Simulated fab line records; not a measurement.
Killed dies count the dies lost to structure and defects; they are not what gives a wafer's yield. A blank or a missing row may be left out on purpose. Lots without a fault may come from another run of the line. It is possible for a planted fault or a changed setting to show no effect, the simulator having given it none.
Comparing a struck lot with a sound one    flow sfq line    43 steps out of a route of 325
Sound: the wafers L705.1, L705.2, L705.6. Struck: wafer L718.1. (L718.2, L718.5 of the same lot were not struck and are left out.) The cause comes at the end.
Each step with rows lists, per side, the tool, then ch with its chambers, then its first start. Under that, the readings that differ: sound wafers    struck wafers    difference of the means    sigmas: that difference in standard deviations of wafers without a fault.
alike: readings whose means differ by less than 2 such deviations, and words and numbers that are the same on both sides. not compared: withheld readings, readings that some wafer has no value for, bounds like >300 that may hide the same value, and numbers for which the record gives no deviation and whose values overlap.
Wherever a step has rows on one side only, a row that says differs or no value, or a row with sigmas, the two part there. When numbers do not overlap yet have no deviation, they are printed without sigmas and do not part them. A reading that every wafer of one side lacks parts them only if that side has two wafers or more.

first, 7 steps without rows for these wafers: SFQ_TRILAYER_JJ_CE_STRIP_SOLV_CLEAN_121 (cleans in NMP, time 600 s); SFQ_TRILAYER_M5_LITHO_COAT_128 (resist thk 62 nm); SFQ_TRILAYER_M5_LITHO_COAT_123 (resist thk 600 nm); SFQ_TRILAYER_M5_LITHO_SOFTBAKE_127; SFQ_TRILAYER_M5_LITHO_EXPOSE_124 (exposes mask M5, target cd 700 nm); SFQ_TRILAYER_M5_LITHO_PEB_126 (peb time 60 s); SFQ_TRILAYER_M5_LITHO_DEVELOP_125 (time 60 s).
SFQ_M5_OVL_MEAS_932:
  sound on overlay-02, day 44 13:03; struck on overlay-02, day 60 08:17
reading      sound    struck  difference  sigmas
M5_OVL (nm)  -1 -1 2  -16     -16         -3
SFQ_TRILAYER_M5_BARC_OPEN_METAL_ETCH_161: etches BARC in O2, target depth 125 nm, time 41.7 s.
  sound on rie metal-02 ch 0,1, day 44 13:05; struck on rie metal-04 ch 1, day 60 08:20
  alike: drypump motor current A, oes product au
  not compared: rf hours counter h
SFQ_TRILAYER_M5_ETCH_METAL_ETCH_126: etches Nb in Cl2/BCl3, stops on SiO2, time 203.2 s, target depth 265 nm.
  sound on rie metal-02 ch 0,1, day 44 13:09; struck on rie metal-04 ch 1, day 60 08:23
  alike: drypump motor current A, oes product au
  not compared: rf hours counter h
SFQ_TRILAYER_M5_STRIP_STRIP_127: strips in O2.
  sound on rie metal-02 ch 0,1, day 44 13:20; struck on rie metal-04 ch 1, day 60 08:35
  alike: drypump motor current A, oes product au
  not compared: rf hours counter h
then, 1 step without rows for these wafers: SFQ_TRILAYER_M5_STRIP_SOLV_CLEAN_128 (cleans in NMP, time 600 s).
SFQ_TRILAYER_A5B_DEP_PECVD_129: deposits SiO2 from SiH4/N2O, time 133.33 s, target thk 600 nm.
  sound on pecvd-01 ch 0,2, day 44 14:07; struck on pecvd-02 ch 1, day 60 09:22
reading                                               sound              struck  difference  sigmas
model.SiO2_of_TRILAYER_A5B_DEP_PECVD_129.thk nm (nm)  607.5 601.8 614.3  237.1   -370.8      
  alike: heater power w, throttle valve pct
SFQ_TRILAYER_A5B_CMP_CMP_130: polishes, stops on Nb, target thk 340.7 nm.
  sound on cmp-02 ch 0,2,3, day 44 18:53; struck on cmp-01 ch 2, day 61 07:11
reading                                               sound              struck  difference  sigmas
model.SiO2_of_TRILAYER_A5B_DEP_PECVD_129.thk nm (nm)  341.9 340.2 342.1  237.1   -104.3      
  alike: motor current A, slurry filter dp kPa
SFQ_TRILAYER_A5B_METRO_MEASURE_131:
  sound on film metro-01, day 44 21:53; struck on film metro-04, day 61 08:41
reading      sound        struck  difference  sigmas
thk nm (nm)  342 340 342  237     -104        -20
then, 2 steps without rows for these wafers: SFQ_TRILAYER_R5_DEP_SPUTTER_132 (material Ti, target thk 5 nm, time 5 s); SFQ_TRILAYER_R5_DEP_SPUTTER_133 (material MoNx, target thk 40 nm, time 66.7 s).
SFQ_TRILAYER_R5_DEP_SPUTTER_134: material Ti, target thk 5 nm, time 5 s.
  sound on pvd sputter-03, day 44 23:10; struck on pvd sputter-03, day 61 09:58
  alike: throttle valve pct
SFQ_R5_RS_MEAS_933: a four-point-probe measurement.
  sound on film metro-03, day 44 23:11; struck on film metro-02, day 61 09:59
  alike: R5_MONX_RS
SFQ_R5_THK_MEAS_934: measures by xrf.
  sound on film metro-03, day 44 23:18; struck on film metro-02, day 61 10:06
  alike: R5_MONX_THK
then, 6 steps without rows for these wafers: SFQ_TRILAYER_R5_LITHO_COAT_141 (resist thk 62 nm); SFQ_TRILAYER_R5_LITHO_COAT_136 (resist thk 600 nm); SFQ_TRILAYER_R5_LITHO_SOFTBAKE_140; SFQ_TRILAYER_R5_LITHO_EXPOSE_137 (exposes mask R5, target cd 500 nm); SFQ_TRILAYER_R5_LITHO_PEB_139 (peb time 60 s); SFQ_TRILAYER_R5_LITHO_DEVELOP_138 (time 60 s).
-- the record jumps here: 4 days lie between the struck wafers' starts before and after --
SFQ_R5_OVL_MEAS_935:
  sound on overlay-01, day 47 06:32; struck on overlay-02, day 64 22:54
reading      sound   struck  difference  sigmas
R5_OVL (nm)  5 5 -3  -8      -10         -2
then, 4 steps without rows for these wafers: SFQ_TRILAYER_R5_BARC_OPEN_METAL_ETCH_177 (etches BARC in O2, target depth 125 nm, time 41.7 s); SFQ_TRILAYER_R5_ETCH_METAL_ETCH_139 (etches the open film in Cl2, stops on SiO2, target depth 60 nm, time 40 s); SFQ_TRILAYER_R5_STRIP_STRIP_140 (strips in O2); SFQ_TRILAYER_R5_STRIP_SOLV_CLEAN_141 (cleans in NMP, time 600 s).
SFQ_TRILAYER_A5C_DEP_PECVD_142: deposits SiO2 from SiH4/N2O, time 15.556 s, target thk 70 nm.
  sound on pecvd-02 ch 0,2, day 47 07:28; struck on pecvd-02 ch 0, day 64 23:50
reading                 sound           struck  difference  sigmas
throttle valve pct (%)  23.6 24.6 24.6  26.3    +2.0        +2
  alike: heater power w
then, 6 steps without rows for these wafers: SFQ_TRILAYER_I5_LITHO_COAT_149 (resist thk 62 nm); SFQ_TRILAYER_I5_LITHO_COAT_144 (resist thk 650 nm); SFQ_TRILAYER_I5_LITHO_SOFTBAKE_148; SFQ_TRILAYER_I5_LITHO_EXPOSE_145 (exposes mask I5, target cd 700 nm); SFQ_TRILAYER_I5_LITHO_PEB_147 (peb time 60 s); SFQ_TRILAYER_I5_LITHO_DEVELOP_146 (time 60 s).
-- the record jumps here: 4 days lie between the struck wafers' starts before and after --
SFQ_I5_OVL_MEAS_936:
  sound on overlay-02, day 52 13:38; struck on overlay-02, day 68 22:04
  alike: I5_OVL
then, 3 steps without rows for these wafers: SFQ_TRILAYER_I5_BARC_OPEN_VIA_ETCH_200 (etches BARC in O2, target depth 125 nm, time 41.7 s); SFQ_TRILAYER_I5_ETCH_VIA_ETCH_147 (etches the open film in CHF3, stops on Nb, target depth 360 nm); SFQ_TRILAYER_I5_STRIP_STRIP_148 (strips in O2).
-- the record jumps here: 12 days lie between the struck wafers' starts before and after --
SFQ_M8_BOW_MEAS_951:
  sound on film metro-01, day 68 20:48; struck on film metro-02, day 80 11:06
reading                  sound              struck  difference  sigmas
model.etest.i5.link ohm  2.263 2.277 2.269  2.229   -0.041      
  alike: M8_BOW

## WHERE THEY PART
Last at SFQ_TRILAYER_A5C_DEP_PECVD_142 as far as this record goes, first at SFQ_M5_OVL_MEAS_932. Later steps at which nothing parts them and some readings are alike: SFQ_I5_OVL_MEAS_936, SFQ_M8_BOW_MEAS_951.

WHY: what the simulator had put in
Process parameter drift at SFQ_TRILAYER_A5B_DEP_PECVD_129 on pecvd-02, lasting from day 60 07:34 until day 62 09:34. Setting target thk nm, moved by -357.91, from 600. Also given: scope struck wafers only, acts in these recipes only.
